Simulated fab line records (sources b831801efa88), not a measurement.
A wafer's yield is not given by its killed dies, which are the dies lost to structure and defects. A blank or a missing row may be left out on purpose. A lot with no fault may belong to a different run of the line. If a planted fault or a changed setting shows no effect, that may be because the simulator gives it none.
Which tool did it? / flow sky130 / 14 lots with 42 wafers sampled at 2 steps, on a route of 708 steps

WHAT THE GAUGES READ, wafer by wafer
The record lacks any reading of a measuring or inspecting step that a usual standard deviation could be used to judge.

EACH LOT AND THE TOOL THAT RAN IT (in order: tool; ch and the chambers of the sampled wafers; start)
lot=L550; SKY_FIELD_ISO_ETCH_17=rieSi-02 ch 2,3, day 2 16:14; SKY_PAD_OPEN_PROBE_99=prober-01, day 45 18:52
lot=L549; SKY_FIELD_ISO_ETCH_17=rieSi-01 ch 0,1,2, day 2 17:13; SKY_PAD_OPEN_PROBE_99=prober-02, day 46 06:37
lot=L551; SKY_FIELD_ISO_ETCH_17=rieSi-02 ch 0,1, day 3 00:46; SKY_PAD_OPEN_PROBE_99=prober-01, day 46 08:04
lot=L552; SKY_FIELD_ISO_ETCH_17=rieSi-02 ch 0,1,3, day 3 04:44; SKY_PAD_OPEN_PROBE_99=prober-02, day 46 17:02
lot=L553; SKY_FIELD_ISO_ETCH_17=rieSi-02 ch 0,2,3, day 3 10:08; SKY_PAD_OPEN_PROBE_99=prober-01, day 46 21:23
lot=L554; SKY_FIELD_ISO_ETCH_17=rieSi-01 ch 0,1,3, day 3 17:32; SKY_PAD_OPEN_PROBE_99=prober-02, day 47 06:29
lot=L558; SKY_FIELD_ISO_ETCH_17=rieSi-01 ch 0,1,2, day 4 10:02; SKY_PAD_OPEN_PROBE_99=prober-02, day 48 03:43
lot=L561; SKY_FIELD_ISO_ETCH_17=rieSi-02 ch 0,1, day 4 23:56; SKY_PAD_OPEN_PROBE_99=prober-01, day 50 08:37
lot=L562; SKY_FIELD_ISO_ETCH_17=rieSi-01 ch 0,1,2, day 5 05:52; SKY_PAD_OPEN_PROBE_99=prober-02, day 50 11:26
lot=L563; SKY_FIELD_ISO_ETCH_17=rieSi-02 ch 0,1,2, day 5 14:47; SKY_PAD_OPEN_PROBE_99=prober-01, day 50 10:14
lot=L564; SKY_FIELD_ISO_ETCH_17=rieSi-01 ch 0,2,3, day 5 18:05; SKY_PAD_OPEN_PROBE_99=prober-02, day 50 09:50
lot=L565; SKY_FIELD_ISO_ETCH_17=rieSi-02 ch 0,1,3, day 5 22:19; SKY_PAD_OPEN_PROBE_99=prober-02, day 50 14:47
lot=L568; SKY_FIELD_ISO_ETCH_17=rieSi-02 ch 1,2, day 6 16:53; SKY_PAD_OPEN_PROBE_99=prober-01, day 50 13:33
lot=L571; SKY_FIELD_ISO_ETCH_17=rieSi-02 ch 0,1,3, day 7 06:29; SKY_PAD_OPEN_PROBE_99=prober-02, day 50 17:50
- SKY_FIELD_ISO_ETCH_17: etches Si in HBr/Cl2/O2, target depth 342 nm, time 97.7 s.
- SKY_PAD_OPEN_PROBE_99

AS READ BY THE TOOLS THEMSELVES (means over the sampled wafers that have a number; for cases with no such wafer, the mark the record gives instead)
SKY_FIELD_ISO_ETCH_17.
lot=L550; tool=rieSi-02; drypumpMotorCurrentA (A)=6.1; oesProductAu (a.u.)=1.012; throttleValvePct (%)=25.640
lot=L549; tool=rieSi-01; drypumpMotorCurrentA (A)=5.7; oesProductAu (a.u.)=0.995; throttleValvePct (%)=25.659
lot=L551; tool=rieSi-02; drypumpMotorCurrentA (A)=5.9; oesProductAu (a.u.)=1.005; throttleValvePct (%)=25.646
lot=L552; tool=rieSi-02; drypumpMotorCurrentA (A)=6.0; oesProductAu (a.u.)=1.007; throttleValvePct (%)=25.649
lot=L553; tool=rieSi-02; drypumpMotorCurrentA (A)=5.9; oesProductAu (a.u.)=1.003; throttleValvePct (%)=25.636
lot=L554; tool=rieSi-01; drypumpMotorCurrentA (A)=6.1; oesProductAu (a.u.)=0.998; throttleValvePct (%)=25.661
lot=L558; tool=rieSi-01; drypumpMotorCurrentA (A)=5.7; oesProductAu (a.u.)=0.993; throttleValvePct (%)=25.669
lot=L561; tool=rieSi-02; drypumpMotorCurrentA (A)=5.7; oesProductAu (a.u.)=1.011; throttleValvePct (%)=25.644
lot=L562; tool=rieSi-01; drypumpMotorCurrentA (A)=5.7; oesProductAu (a.u.)=0.993; throttleValvePct (%)=25.659
lot=L563; tool=rieSi-02; drypumpMotorCurrentA (A)=5.6; oesProductAu (a.u.)=1.003; throttleValvePct (%)=25.642
lot=L564; tool=rieSi-01; drypumpMotorCurrentA (A)=5.8; oesProductAu (a.u.)=1.004; throttleValvePct (%)=25.653
lot=L565; tool=rieSi-02; drypumpMotorCurrentA (A)=6.1; oesProductAu (a.u.)=1.012; throttleValvePct (%)=25.652
lot=L568; tool=rieSi-02; drypumpMotorCurrentA (A)=5.3; oesProductAu (a.u.)=1.004; throttleValvePct (%)=25.654
lot=L571; tool=rieSi-02; drypumpMotorCurrentA (A)=6.1; oesProductAu (a.u.)=1.015; throttleValvePct (%)=25.652

SKY_PAD_OPEN_PROBE_99.
lot=L550 tool=prober-01 killed_at_M0_to_M3=38 killed_at_M4_up=2.7 killedAtContacts=28 killedAtFrontEnd=14 killedAtOther=0.3 killedDies=83 killedOnRim=18 killedOpen=51 killedShort=31
lot=L549 tool=prober-02 killed_at_M0_to_M3=51 killed_at_M4_up=2.7 killedAtContacts=24 killedAtFrontEnd=16 killedAtOther=0.0 killedDies=93 killedOnRim=21 killedOpen=48 killedShort=45
lot=L551 tool=prober-01 killed_at_M0_to_M3=44 killed_at_M4_up=4.3 killedAtContacts=19 killedAtFrontEnd=18 killedAtOther=0.0 killedDies=85 killedOnRim=17 killedOpen=47 killedShort=37
lot=L552 tool=prober-02 killed_at_M0_to_M3=59 killed_at_M4_up=3.0 killedAtContacts=23 killedAtFrontEnd=15 killedAtOther=0.3 killedDies=101 killedOnRim=19 killedOpen=57 killedShort=44
lot=L553 tool=prober-01 killed_at_M0_to_M3=45 killed_at_M4_up=2.0 killedAtContacts=30 killedAtFrontEnd=11 killedAtOther=0.0 killedDies=88 killedOnRim=15 killedOpen=49 killedShort=38
lot=L554 tool=prober-02 killed_at_M0_to_M3=39 killed_at_M4_up=5.0 killedAtContacts=25 killedAtFrontEnd=15 killedAtOther=0.3 killedDies=84 killedOnRim=18 killedOpen=48 killedShort=36
lot=L558 tool=prober-02 killed_at_M0_to_M3=47 killed_at_M4_up=3.0 killedAtContacts=21 killedAtFrontEnd=16 killedAtOther=0.0 killedDies=88 killedOnRim=15 killedOpen=48 killedShort=40
lot=L561 tool=prober-01 killed_at_M0_to_M3=40 killed_at_M4_up=2.3 killedAtContacts=24 killedAtFrontEnd=22 killedAtOther=0.7 killedDies=89 killedOnRim=22 killedOpen=51 killedShort=38
lot=L562 tool=prober-02 killed_at_M0_to_M3=34 killed_at_M4_up=3.3 killedAtContacts=19 killedAtFrontEnd=34 killedAtOther=0.0 killedDies=91 killedOnRim=18 killedOpen=41 killedShort=34
lot=L563 tool=prober-01 killed_at_M0_to_M3=44 killed_at_M4_up=3.3 killedAtContacts=21 killedAtFrontEnd=16 killedAtOther=0.0 killedDies=85 killedOnRim=18 killedOpen=46 killedShort=39
lot=L564 tool=prober-02 killed_at_M0_to_M3=43 killed_at_M4_up=2.0 killedAtContacts=26 killedAtFrontEnd=32 killedAtOther=0.3 killedDies=103 killedOnRim=18 killedOpen=45 killedShort=41
lot=L565 tool=prober-02 killed_at_M0_to_M3=49 killed_at_M4_up=2.3 killedAtContacts=17 killedAtFrontEnd=9 killedAtOther=0.7 killedDies=78 killedOnRim=16 killedOpen=40 killedShort=38
lot=L568 tool=prober-01 killed_at_M0_to_M3=49 killed_at_M4_up=5.0 killedAtContacts=26 killedAtFrontEnd=14 killedAtOther=0.0 killedDies=93 killedOnRim=17 killedOpen=56 killedShort=36
lot=L571 tool=prober-02 killed_at_M0_to_M3=46 killed_at_M4_up=2.0 killedAtContacts=23 killedAtFrontEnd=16 killedAtOther=0.7 killedDies=88 killedOnRim=16 killedOpen=49 killedShort=38

THE ANSWER, worked out from the rows above alone
Rule: usual is defined by the lots themselves. The widest of any qualifying gaps counts: lots, ordered by their means at a reading, are off when they make up no more than a third of the lots, leave a main group of 4 or more, and stand apart from it by 3 or more times the standard deviation of that group's means. A main group is skipped when, at the precision printed for the reading in the tables above, its means are all equal. Also off: a lot with no number at a reading for which 4 or more lots have one. All remaining lots with rows at the step are treated as sound. After the gauges, taken in route order, come the tools' own readings; for these a lot's mean is taken, as printed above. The first step at which some lot is off is used, and at that step the reading that is off furthest; a lot without a number counts as furthest.
Off: L562, L564, at SKY_PAD_OPEN_PROBE_99 (killedAtFrontEnd). The main group: mean 15, standard deviation 3.1.
If a tool, at that step or one of the process steps before it, ran each lot that is off and ran no sound lot following the first of them, it fits. One fits: SKY_FIELD_ISO_ETCH_17 on rieSi-01. A fault onset in the window from L558 (day 4 10:02, its last sound lot) to L562 (day 5 05:52, its first lot off) fits.

WHAT THE SIMULATOR PUT IN
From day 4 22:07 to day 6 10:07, rieSi-01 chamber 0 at SKY_FIELD_ISO_ETCH_17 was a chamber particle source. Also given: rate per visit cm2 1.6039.
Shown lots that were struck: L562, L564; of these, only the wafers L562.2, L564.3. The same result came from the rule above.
